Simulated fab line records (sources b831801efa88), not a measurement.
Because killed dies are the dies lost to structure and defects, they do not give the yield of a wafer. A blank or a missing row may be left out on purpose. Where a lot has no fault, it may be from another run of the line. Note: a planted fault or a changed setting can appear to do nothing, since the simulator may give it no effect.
A lot that was struck, set against a sound lot ; flow sky130 ; 29 out of 708 route steps
Sound: wafers L391.2, L391.3, L391.5. Struck: wafers L396.3, L396.5, L396.6. The cause comes at the end.
At each step with rows: each side's tool, then ch and its chambers, then its first start. Under that, the readings that differ: sound wafers ; struck wafers ; difference of the means ; sigmas: that difference in standard deviations of wafers without a fault.
alike: a reading whose means differ by less than 2 such deviations, as well as words and numbers matching on both sides. not compared: withheld readings; readings where some wafer has no value; bounds like >300 that might hide an equal value; numbers whose values overlap and for which the record gives no deviation.
Wherever a step has rows on one side only, a row that says differs or no value, or a row with sigmas, the two part there. Non-overlapping numbers with no deviation appear without sigmas and do not part them. A reading that every wafer of one side lacks parts them only if that side has two wafers or more.

SKY_POLY_GATE_CD_MEAS_13: the cd target is 150 nm.
  sound on cd-sem-02 at day 19 00:54; struck on cd-sem-02 at day 21 00:34
  alike: cd-nm
SKY_POLY_GATE_OVL_MEAS_14:
  sound on overlay-02 at day 19 01:01; struck on overlay-02 at day 21 00:39
  alike: POLY_GATE_OVL
SKY_POLY_GATE_ETCH_15: etches BARC in N2/H2, stops on SiO2, time 118.5 s, target depth 110 nm.
  sound on rie-diel-02 ch 1,3, day 19 01:02; struck on rie-diel-02 ch 0,1,2, day 21 00:41
  alike: drypump-motor-current-A, oes-product-au, throttle-valve-pct
  not compared: rf-hours-counter-h
SKY_POLY_GATE_ETCH_16: etches Si3N4 in CH3F/O2, stops on poly-Si, time 147.5 s, target depth 75 nm.
  sound on rie-diel-02 ch 1,3, day 19 01:07; struck on rie-diel-02 ch 0,1,2, day 21 00:46
  alike: drypump-motor-current-A, oes-product-au, throttle-valve-pct
  not compared: rf-hours-counter-h
SKY_POLY_GATE_ETCH_17: etches poly-Si in HBr/Cl2, stops on SiO2, target depth 180 nm, time 70.5 s.
  sound on rie-si-01 ch 1,2,3, day 19 01:13; struck on rie-si-01 ch 1,2,3, day 21 00:52
  alike: drypump-motor-current-A, oes-product-au, throttle-valve-pct
  not compared: rf-hours-counter-h
SKY_POLY_GATE_STRIP_18: strips in O2/N2.
  sound on plasma-asher-01 ch 0,1, day 19 01:17; struck on plasma-asher-03 ch 0,1, day 21 00:57
  alike: drypump-motor-current-A, oes-product-au, strip-time-to-endpoint-s
  not compared: rf-hours-counter-h
then, 2 steps without rows for these wafers: SKY_POLY_GATE_CLEAN_19 (cleans in SC1/SC2, time 150 s); SKY_POLY_GATE_OXIDATION_20 (stabilise 600 s, purge 300 s, target thk 4 nm).
SKY_POLY_GATE_THK_MEAS_21:
  sound on film-metro-04 at day 19 05:41; struck on film-metro-03 at day 21 02:30
  alike: POLY_GATE_OXIDATION_THK
SKY_POLY_GATE_CD_MEAS_22:
  sound on cd-sem-02 at day 19 05:46; struck on cd-sem-01 at day 21 02:36
  alike: cd-nm
then, 2 steps without rows for these wafers: SKY_LDD_N_DEHYDRATE_00 (time 60 s); SKY_LDD_N_HMDS_01 (prime time 60 s).
SKY_LDD_N_COAT_02: resist thk 300 nm.
  sound on litho-track-01 ch 0, day 19 20:27; struck on litho-track-01 ch 0, day 21 17:52
reading;sound;struck;difference;sigmas
spin-speed-rpm (rpm);2997.5 2998.8 3001.2;2590.7 2592.6 2591.4;-407.6;-99 or more
model.NOVOLAK_of_LDD_N_COAT_02.thk-nm (nm);299.1 300.2 300.4;323.2 323 323.5;+23.3;
  alike: dispense-pressure-kPa, exhaust-pa
then, 3 steps without rows for these wafers: SKY_LDD_N_SOFTBAKE_03 (time 60 s); SKY_LDD_N_EXPOSE_04 (exposes mask NTM, target cd 840 nm); SKY_LDD_N_PEB_05.
SKY_LDD_N_DEVELOP_06: develop time 60 s.
  sound on litho-track-01 ch 0, day 20 12:24; struck on litho-track-01 ch 0, day 22 09:10
reading;sound;struck;difference;sigmas
model.NOVOLAK_of_LDD_N_COAT_02.thk-nm (nm);298.6 299.8 300;322.8 322.6 323.1;+23.4;
  alike: developer-temp-C, exhaust-pa
SKY_LDD_N_OVL_MEAS_07:
  sound on overlay-02 at day 20 12:32; struck on overlay-02 at day 22 09:17
  alike: LDD_N_OVL
then, 8 steps without rows for these wafers: SKY_LDD_N_IMPLANT_08; SKY_LDD_N_IMPLANT_09; SKY_LDD_N_IMPLANT_10; SKY_LDD_N_IMPLANT_11; SKY_LDD_N_IMPLANT_12; SKY_LDD_N_IMPLANT_13; SKY_LDD_N_IMPLANT_14; SKY_LDD_N_IMPLANT_15.
SKY_LDD_N_STRIP_16: strips in O2/N2.
  sound on plasma-asher-01 ch 0,1, day 20 13:46; struck on plasma-asher-04 ch 0,1, day 22 10:32
reading;sound;struck;difference;sigmas
strip-time-to-endpoint-s (s);4.290 4.303 4.320;4.622 4.630 4.633;+0.324;+22
  alike: drypump-motor-current-A, oes-product-au
  not compared: rf-hours-counter-h
SKY_LDD_N_TW_MEAS_17:
  sound on film-metro-02 at day 20 13:52; struck on film-metro-02 at day 22 10:38
  alike: LDD_N_TW
following that, these wafers have no rows for 1 step: SKY_PAD_OPEN_PROBE_99.

== WHERE THEY PART ==
Last at SKY_LDD_N_STRIP_16 as far as this record goes, first at SKY_LDD_N_COAT_02. Later steps at which nothing parts them and some readings are alike: SKY_LDD_N_TW_MEAS_17.

WHY: whatever the simulator had introduced
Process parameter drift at SKY_LDD_N_COAT_02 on litho-track-01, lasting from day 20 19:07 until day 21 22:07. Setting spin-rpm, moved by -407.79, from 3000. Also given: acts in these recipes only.
